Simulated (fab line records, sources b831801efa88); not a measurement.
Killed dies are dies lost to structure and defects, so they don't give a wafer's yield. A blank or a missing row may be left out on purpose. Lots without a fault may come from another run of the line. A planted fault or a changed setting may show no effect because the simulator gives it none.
Which tool did it? | flow sky130 | 14 lots, 40 wafers sampled, at 3 steps of a route of 708

WHAT THE GAUGES READ, wafer by wafer
SKY_CAPM_RS_MEAS_03: measures by four-point-probe. Usual: CAPM_TIN_RS 6.88 ohm/sq, standard deviation 0.075.
lot  | measured     | on            | CAPM_TIN_RS (ohm/sq) | flag
L113 | day 36 01:10 | film_metro-02 | 6.90 6.95 6.92       |
L114 | day 36 09:45 | film_metro-02 | 6.89 6.95 6.91       |
L115 | day 36 16:35 | film_metro-02 | 6.96 6.92 6.88       |
L116 | day 36 23:53 | film_metro-02 | 7.02 7.01 7.05       |
L117 | day 37 08:44 | film_metro-01 | 6.86 6.86 6.85       |
L120 | day 39 06:07 | film_metro-03 | 6.83 6.75            |
L123 | day 39 14:59 | film_metro-02 | 6.82 6.84            |
L127 | day 40 21:37 | film_metro-03 | 6.83 6.90 6.91       |
L129 | day 41 06:38 | film_metro-02 | 6.81 6.83 6.75       |
L131 | day 42 01:49 | film_metro-02 | 6.94 6.97 6.90       |
L132 | day 42 06:23 | film_metro-02 | 6.77 6.77 6.76       |
L134 | day 42 19:51 | film_metro-03 | 6.83 6.88 6.87       |
L135 | day 42 20:56 | film_metro-02 | 6.75 6.73 6.78       |
L136 | day 43 00:10 | film_metro-01 | 6.93 6.88 6.87       |

WHICH TOOL RAN EACH LOT (tool, then ch and the chambers of the sampled wafers, then the start)
lot  | SKY_VIA2_SPUTTER_20          | SKY_METAL3_SPUTTER_02
L113 | pvd_sputter-03, day 36 00:08 | pvd_sputter-02, day 36 00:52
L114 | pvd_sputter-01, day 36 08:44 | pvd_sputter-01, day 36 09:28
L115 | pvd_sputter-03, day 36 15:23 | pvd_sputter-04, day 36 16:14
L116 | pvd_sputter-01, day 36 22:49 | pvd_sputter-02, day 36 23:33
L117 | pvd_sputter-03, day 37 07:38 | pvd_sputter-01, day 37 08:24
L120 | pvd_sputter-03, day 39 05:05 | pvd_sputter-01, day 39 05:49
L123 | pvd_sputter-02, day 39 13:59 | pvd_sputter-01, day 39 14:42
L127 | pvd_sputter-01, day 40 20:34 | pvd_sputter-04, day 40 21:16
L129 | pvd_sputter-01, day 41 05:35 | pvd_sputter-04, day 41 06:20
L131 | pvd_sputter-03, day 42 00:11 | pvd_sputter-02, day 42 01:29
L132 | pvd_sputter-02, day 42 05:21 | pvd_sputter-01, day 42 06:04
L134 | pvd_sputter-01, day 42 18:39 | pvd_sputter-01, day 42 19:34
L135 | pvd_sputter-02, day 42 19:53 | pvd_sputter-04, day 42 20:37
L136 | pvd_sputter-02, day 42 23:08 | pvd_sputter-01, day 42 23:52
- SKY_VIA2_SPUTTER_20: material TiN, target thk 20 nm, time 80 s.
- SKY_METAL3_SPUTTER_02: material AlCu, target thk 735 nm, time 39.1 s.

WHAT THE TOOLS THEMSELVES READ (means of the sampled wafers that have a number; where no wafer has one, the mark that the record gives instead)
SKY_VIA2_SPUTTER_20. Usual: throttle_valve_pct 30.3 %, standard deviation 1.2.
lot  | tool           | throttle_valve_pct (%) | flag
L113 | pvd_sputter-03 | 29.6                   |
L114 | pvd_sputter-01 | 30.2                   |
L115 | pvd_sputter-03 | 30.6                   |
L116 | pvd_sputter-01 | 30.2                   |
L117 | pvd_sputter-03 | 29.7                   |
L120 | pvd_sputter-03 | 30.4                   |
L123 | pvd_sputter-02 | 29.6                   |
L127 | pvd_sputter-01 | 31.2                   |
L129 | pvd_sputter-01 | 31.2                   |
L131 | pvd_sputter-03 | 29.7                   |
L132 | pvd_sputter-02 | 29.0                   |
L134 | pvd_sputter-01 | 31.0                   |
L135 | pvd_sputter-02 | 29.6                   |
L136 | pvd_sputter-02 | 30.0                   |

SKY_METAL3_SPUTTER_02. Usual: throttle_valve_pct 30.0 %, standard deviation 1.
lot  | tool           | throttle_valve_pct (%) | flag
L113 | pvd_sputter-02 | 29.1                   |
L114 | pvd_sputter-01 | 31.4                   |
L115 | pvd_sputter-04 | 30.0                   |
L116 | pvd_sputter-02 | 29.1                   |
L117 | pvd_sputter-01 | 30.3                   |
L120 | pvd_sputter-01 | 30.9                   |
L123 | pvd_sputter-01 | 30.6                   |
L127 | pvd_sputter-04 | 30.3                   |
L129 | pvd_sputter-04 | 30.5                   |
L131 | pvd_sputter-02 | 29.0                   |
L132 | pvd_sputter-01 | 30.4                   |
L134 | pvd_sputter-01 | 30.6                   |
L135 | pvd_sputter-04 | 30.2                   |
L136 | pvd_sputter-01 | 30.4                   |

THE ANSWER, worked out from the rows above alone
Rule: a lot is off if the mean of its wafers that have a number lies more than 3 standard deviations from the usual mean. A lot without any number at a reading at which 4 lots or more have one is off too. The other lots that the step has rows for count as sound. The gauges are gone through in route order, then the tools' own readings, and for those a lot's mean is taken as printed above. The first step at which some lot is off is used, and at that step the reading that is off furthest; a lot without a number counts as furthest.
No lot is off at any reading shown: from this, nothing can be told.

WHAT THE SIMULATOR HAD PUT IN
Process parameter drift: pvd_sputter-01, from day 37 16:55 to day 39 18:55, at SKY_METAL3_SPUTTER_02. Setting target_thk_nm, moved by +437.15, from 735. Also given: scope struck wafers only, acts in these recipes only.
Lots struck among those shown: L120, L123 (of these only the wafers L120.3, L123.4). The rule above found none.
